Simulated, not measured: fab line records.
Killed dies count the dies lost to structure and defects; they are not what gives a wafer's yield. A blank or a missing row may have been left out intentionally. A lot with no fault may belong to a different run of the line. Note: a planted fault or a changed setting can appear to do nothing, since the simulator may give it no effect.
Which tool did it? || flow gf180mcu || route of 602 steps, sampled at 1 step: 6 lots, 18 wafers

== WHAT THE GAUGES SHOWED, per wafer ==
GF_V4_OVL_MEAS_15.
{"lot": "L436", "measured": "day 24 20:50", "on": "overlay-01", "V4_OVL (nm)": "-1 -7 3"}
{"lot": "L438", "measured": "day 25 06:06", "on": "overlay-02", "V4_OVL (nm)": "4 2 6"}
{"lot": "L440", "measured": "day 26 08:42", "on": "overlay-01", "V4_OVL (nm)": "7 7 9"}
{"lot": "L442", "measured": "day 27 08:04", "on": "overlay-02", "V4_OVL (nm)": "-8 -8 -5"}
{"lot": "L455", "measured": "day 30 12:26", "on": "overlay-01", "V4_OVL (nm)": "-11 -15 -10"}
{"lot": "L457", "measured": "day 30 22:53", "on": "overlay-01", "V4_OVL (nm)": "-4 1 7"}

== TOOL THAT RAN EACH LOT (tool first, then ch and the chambers of the sampled wafers, then the start) ==
Record: no process step prior to these readings.

== THE ANSWER, worked out from the rows above alone ==
Rule: usual is defined by the lots themselves. Put in order of their means at a reading, lots are off if they are a third of the lots or fewer, leave a main group of 4 or more, and stand apart from it by a gap of 3 or more times the standard deviation of the main group's means; of several such gaps the widest counts. Not used: any main group whose means are identical at the precision the tables above print for the reading. Also off: a lot with no number at a reading for which 4 or more lots have one. The other lots that the step has rows for count as sound.
No lot is off on any of the readings shown, so nothing can be concluded from this.

== WHAT THE SIMULATOR PUT IN ==
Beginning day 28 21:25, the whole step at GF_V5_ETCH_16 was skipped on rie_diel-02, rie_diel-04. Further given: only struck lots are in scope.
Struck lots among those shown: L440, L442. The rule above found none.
